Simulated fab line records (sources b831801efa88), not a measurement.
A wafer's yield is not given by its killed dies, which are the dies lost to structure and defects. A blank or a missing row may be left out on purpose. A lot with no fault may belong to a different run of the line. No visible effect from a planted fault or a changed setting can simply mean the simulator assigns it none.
fab line records	flow sky130	part 2 of 2: steps 30 to 30 of 30
[record] lots = 6	wafers = 18	last-day = 50
route steps=708 shown LI_CONTACT@375 LOCAL_INTERCONNECT@387 PAD_OPEN@708
lots that met no fault: taken from a fault-free run of the same line
start-h: the number of hours between the record's first day and the start of the first shown wafer of the lot	wait-h: time in hours since the lot's previous step	" the same as in the row above	L1.1+2: one row covering several wafers at once	- value missing, or start not given	* or withheld: withheld	< > ~ a bound
route shown NAME@n: NAME is a module with steps in the file, n the number in the route of the first one	usual: the fault-free wafers' mean and standard deviation	same: alike in all rows	chamber/n: place in a boat	sites: per-site readings	_std_site: the standard deviation of these	_edge_site: inner sites' mean taken away from outer sites' mean	radius-mm: how far each site lies from the wafer's centre	mask NAME#n: copy n	behind: the last tool/chamber to shape the wafer	hold: why the lot went on hold/how many hours it stayed there/how the hold came to an end	device: the n, p or np transistor that did not switch	end of line: tests run on the same wafers once the route is complete	for a step that has no rows: nothing shown but its recipe	killed: dies that structure and defects cost at the first sort, which is not the same as the wafer's yield	map: dies across one wafer; x = killed, . = not, _ = none there
set.NAME: the setting that was run; set.NAME@STEP: the one run at that earlier step	model.NAME: the simulator's own value behind a step, which no gauge read
lots seen at some steps along the route; tables by step, rows by wafer
services: the hour from which a tool's chamber was out of use, counted from the record's first day as start-h (under 0 if before that day), plus the number of hours and why
[[steps]]
[step SKY_PAD_OPEN_PROBE_99]
[usual] killed_at_M0_to_M3 = 42/6.1	killed_at_M4_up = 3.1/1.7	killed-at-contacts = 24/5.5	killed-at-front-end = 16/4.1	killed-at-other = 0.3/0.57	killed-dies = 86/8.2	killed-open = 47/6.8	killed-short = 38/5.8
[same] gross-dies = 492	killed-at-back-side = 0
lot.wafer	tool	chamber	start-h	wait-h	killed_at_M0_to_M3	killed_at_M4_up	killed-at-contacts	killed-at-front-end	killed-at-other	killed-dies	killed-open	killed-short	model.etest.res-li.line-ohm-um	model.etest.res-li.rs-ohm-sq	model.etest.mcon-chain.rc-ohm
L248.1	prober-02	-	1113.51	0.1	39	3	22	8	0	72	38	34	77.41	12.79	15.91
L248.2	prober-02	-	1113.56	0.1	31	3	26	13	1	74	42	31	77.47	12.82	17
L248.4	prober-02	-	1113.66	0.2	39	2	21	13	0	75	44	30	77.67	13.04	17.62
L249.1	prober-01	-	1117.39	0.1	40	4	18	17	0	79	41	38	74.85	12.65	17.37
L249.4	prober-01	-	1117.54	0.2	41	0	20	19	0	80	41	38	76.39	13.08	16.78
L249.6	prober-01	-	1117.64	0.2	43	2	31	18	0	94	58	36	75.16	12.85	17.61
L256.2	prober-02	-	1156.28	0.1	51	3	24	16	0	94	50	44	103.2	17.86	19.27
L256.3	prober-02	-	1156.33	0.2	50	2	24	18	0	94	55	39	74.56	12.83	15.9
L256.5	prober-02	-	1156.43	0.2	39	2	31	14	1	87	53	34	73.37	12.72	16.65
L257.2	prober-01	-	1159.73	0.1	32	4	38	16	1	91	51	39	107.8	18.08	19.27
L257.5	prober-01	-	1159.88	0.2	39	3	25	15	1	83	50	33	76.21	12.85	16.7
L257.6	prober-01	-	1159.93	0.2	49	2	20	15	0	86	36	50	106	18.08	19.43
L261.1	prober-01	-	1179.39	0.1	44	4	15	19	0	82	54	28	77.39	12.93	16.81
L261.2	prober-01	-	1179.44	0.1	48	3	31	17	0	99	43	56	77.7	12.85	17.21
L261.6	prober-01	-	1179.64	0.2	40	1	29	13	0	83	47	36	77.15	12.74	17.35
L265.2	prober-01	-	1196.86	0.1	40	3	21	11	0	75	39	36	76.14	12.81	16.73
L265.4	prober-01	-	1196.96	0.2	36	1	24	12	2	75	49	25	74.75	12.81	16.79
L265.5	prober-01	-	1197.01	0.2	40	5	19	21	0	85	50	34	74.79	12.76	16.92
// killed by level:class
L248.1 CONTACT:geometric-particle:open=9 LI_CONTACT:geometric-particle:open=6 METAL1:geometric-particle:short=6 METAL2:geometric-particle:short=6 FIELD_ISO:geometric-particle:short=4 CONTACT:geometric-particle:short=4 VIA1:geometric-particle:open=4 VIA2:geometric-particle:open=4
L248.2 LI_CONTACT:geometric-particle:open=11 CONTACT:geometric-particle:open=9 VIA3:geometric-particle:open=7 METAL1:geometric-particle:short=6 POLY_GATE:geometric-particle:open=5 VIA1:geometric-particle:open=4 VIA1:geometric-particle:short=4 VIA2:geometric-particle:short=4
L248.4 VIA1:geometric-particle:open=9 VIA3:geometric-particle:open=8 LI_CONTACT:geometric-particle:open=7 CONTACT:geometric-particle:open=7 FIELD_ISO:geometric-particle:open=5 METAL1:geometric-particle:short=5 VIA2:geometric-particle:open=5 VIA2:geometric-particle:short=4
L249.1 VIA2:geometric-particle:open=11 CONTACT:geometric-particle:open=7 METAL2:geometric-particle:short=6 FIELD_ISO:geometric-particle:short=5 LI_CONTACT:geometric-particle:open=4 CONTACT:geometric-particle:short=4 VIA1:geometric-particle:short=4 VIA3:geometric-particle:open=4
L249.4 VIA1:geometric-particle:open=11 CONTACT:geometric-particle:open=9 FIELD_ISO:geometric-particle:short=5 LI_CONTACT:geometric-particle:open=5 METAL1:geometric-particle:short=5 VIA2:geometric-particle:open=5 FIELD_ISO:geometric-particle:open=4 POLY_GATE:geometric-particle:short=4
L249.6 LI_CONTACT:geometric-particle:open=13 VIA2:geometric-particle:open=9 VIA1:geometric-particle:open=8 METAL2:geometric-particle:short=7 FIELD_ISO:geometric-particle:open=6 VIA3:geometric-particle:open=6 LOCAL_INTERCONNECT:geometric-particle:short=6 CONTACT:geometric-particle:open=5
L256.2 LI_CONTACT:geometric-particle:open=12 VIA3:geometric-particle:open=12 METAL2:geometric-particle:short=10 VIA2:geometric-particle:short=9 CONTACT:geometric-particle:open=7 VIA1:geometric-particle:open=7 FIELD_ISO:geometric-particle:open=5 FIELD_ISO:geometric-particle:short=4
L256.3 VIA1:geometric-particle:open=12 LI_CONTACT:geometric-particle:open=11 CONTACT:geometric-particle:open=8 VIA3:geometric-particle:short=7 FIELD_ISO:geometric-particle:open=6 VIA1:geometric-particle:short=5 VIA2:geometric-particle:open=5 METAL2:geometric-particle:short=5
L256.5 CONTACT:geometric-particle:open=12 VIA1:geometric-particle:open=11 LI_CONTACT:geometric-particle:open=8 VIA3:geometric-particle:open=8 LOCAL_INTERCONNECT:geometric-particle:short=7 FIELD_ISO:geometric-particle:short=6 VIA2:geometric-particle:open=6 CONTACT:geometric-particle:short=4
L257.2 CONTACT:geometric-particle:open=12 LI_CONTACT:geometric-particle:open=8 VIA2:geometric-particle:open=8 LOCAL_INTERCONNECT:geometric-particle:short=6 CONTACT:geometric-particle:short=5 LI_CONTACT:geometric-particle:short=4 METAL2:geometric-particle:short=4 VIA1:geometric-particle:open=4
L257.5 VIA1:geometric-particle:open=10 LI_CONTACT:geometric-particle:open=9 POLY_GATE:geometric-particle:open=6 CONTACT:geometric-particle:open=6 CONTACT:geometric-particle:short=5 METAL1:geometric-particle:short=5 METAL2:geometric-particle:short=5 VIA2:geometric-particle:open=5
L257.6 METAL1:geometric-particle:short=9 METAL2:geometric-particle:short=8 CONTACT:geometric-particle:short=7 VIA3:geometric-particle:open=7 POLY_GATE:geometric-particle:open=5 CONTACT:geometric-particle:open=5 VIA1:geometric-particle:short=5 VIA1:geometric-particle:open=5
L261.1 VIA1:geometric-particle:open=10 VIA2:geometric-particle:open=8 CONTACT:geometric-particle:open=7 POLY_GATE:geometric-particle:open=6 METAL1:geometric-particle:short=6 VIA3:geometric-particle:open=6 LI_CONTACT:geometric-particle:open=4 POLY_GATE:geometric-particle:short=3
L261.2 VIA1:geometric-particle:open=12 VIA1:geometric-particle:short=11 LI_CONTACT:geometric-particle:open=7 LI_CONTACT:geometric-particle:short=7 METAL2:geometric-particle:short=7 CONTACT:geometric-particle:open=7 LOCAL_INTERCONNECT:geometric-particle:short=6 FIELD_ISO:geometric-particle:short=5
L261.6 CONTACT:geometric-particle:open=11 VIA1:geometric-particle:open=10 LI_CONTACT:geometric-particle:open=8 METAL1:geometric-particle:short=6 CONTACT:geometric-particle:short=6 VIA3:geometric-particle:open=6 VIA1:geometric-particle:short=5 METAL2:geometric-particle:short=4
L265.2 VIA1:geometric-particle:open=11 CONTACT:geometric-particle:open=7 METAL2:geometric-particle:short=6 LI_CONTACT:geometric-particle:open=5 VIA3:geometric-particle:short=5 POLY_GATE:geometric-particle:short=4 LI_CONTACT:geometric-particle:short=4 LOCAL_INTERCONNECT:geometric-particle:short=3
L265.4 CONTACT:geometric-particle:open=14 VIA2:geometric-particle:open=11 VIA1:geometric-particle:open=9 FIELD_ISO:geometric-particle:open=5 LI_CONTACT:geometric-particle:short=5 VIA3:geometric-particle:open=4 CONTACT:geometric-particle:short=3 METAL2:geometric-particle:short=3
L265.5 VIA1:geometric-particle:open=10 POLY_GATE:geometric-particle:open=9 VIA2:geometric-particle:open=8 VIA3:geometric-particle:open=6 LI_CONTACT:geometric-particle:open=6 POLY_GATE:geometric-particle:short=4 LI_CONTACT:geometric-particle:short=4 CONTACT:geometric-particle:short=4
[[services]]
tool	chamber	start-h	hours	kind
cmp-01	-	704.61	3.4	pm
plasma-asher-02	-	717.47	2.9	repair
plasma-asher-02	-	719.44	5.1	repair
wet-bench-04	-	729.69	5.0	repair
plasma-asher-02	-	733.75	9.0	pm
cmp-02	-	736.67	6.9	pm
plasma-asher-02	-	743.34	0.6	repair
cmp-02	-	744.06	4.0	pm
cmp-02	-	749.93	3.9	repair
pvd-sputter-04	-	753.22	3.7	repair
rie-metal-02	-	755.01	14.0	repair
plasma-asher-02	-	770.84	3.6	repair
pvd-sputter-03	-	771.79	1.0	repair
pvd-sputter-02	-	781.91	27.5	repair
cmp-01	-	822.69	1.9	repair
rie-metal-03	-	838.19	2.5	repair
pvd-sputter-01	-	840.88	25.9	repair
pvd-sputter-02	-	844.04	1.2	repair
cvd-w-01	-	845.21	0.7	repair
pvd-sputter-02	-	845.29	1.3	repair
pvd-sputter-02	-	845.80	3.6	repair
plasma-asher-04	-	848.80	3.8	repair
rie-metal-02	-	851.35	14.6	pm
cmp-01	-	873.27	15.6	repair
[[key]]
[first-sign] step = SKY_LOCAL_INTERCONNECT_RS_MEAS_01	reading = visit	direction = added
[effect] step = SKY_LOCAL_INTERCONNECT_RS_MEAS_01	reading = LOCAL_INTERCONNECT_TIN_RS	direction = up	sigmas = 36	usual = 14.12	struck = 20.20
[effect] step = SKY_LOCAL_INTERCONNECT_THK_MEAS_02	reading = visit	direction = added
[effect] step = SKY_LOCAL_INTERCONNECT_THK_MEAS_02	reading = LOCAL_INTERCONNECT_TIN_THK	direction = down	sigmas = 22	usual = 97.5	struck = 69.2
[effect] step = SKY_LOCAL_INTERCONNECT_METAL_ETCH_14	reading = oes-product-au	direction = down	sigmas = 21	usual = 0.943	struck = 0.781
[model-effect] step = SKY_LOCAL_INTERCONNECT_SPUTTER_00	value = TiN_of_LOCAL_INTERCONNECT_SPUTTER_00.thk-nm	without = 100	struck = 71.39
[model-effect] step = SKY_LOCAL_INTERCONNECT_STRIP_16	value = TiN_of_LOCAL_INTERCONNECT_SPUTTER_00.thk-nm	without = 99.59	struck = 70.96
[model-effect] step = SKY_PAD_OPEN_PROBE_99	value = etest.res-li.line-ohm-um	without = 75.34	struck = 105.7
met-at SKY_LOCAL_INTERCONNECT_SPUTTER_00
struck-wafers L256.2,L257.2,L257.6
tester-left-out L256,L257
onset-between 733.04 788.09
[fault] kind = process-parameter-drift	tool = pvd-sputter-01	chamber = -	onset-h = 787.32	steps = SKY_LOCAL_INTERCONNECT_SPUTTER_00	channel = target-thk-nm	offset = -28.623	shape = step	end-h = 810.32	scope = struck-wafers-only	acts-in = these-recipes-only	stated = 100
// tester-left-out: of these lots the tester's yield and bins aren't shown, on N5 and GAA mostly nor the transistor test; their killed dies are dies lost to structure and defects alone, not to doping, threshold or leakage, so they don't give the yield
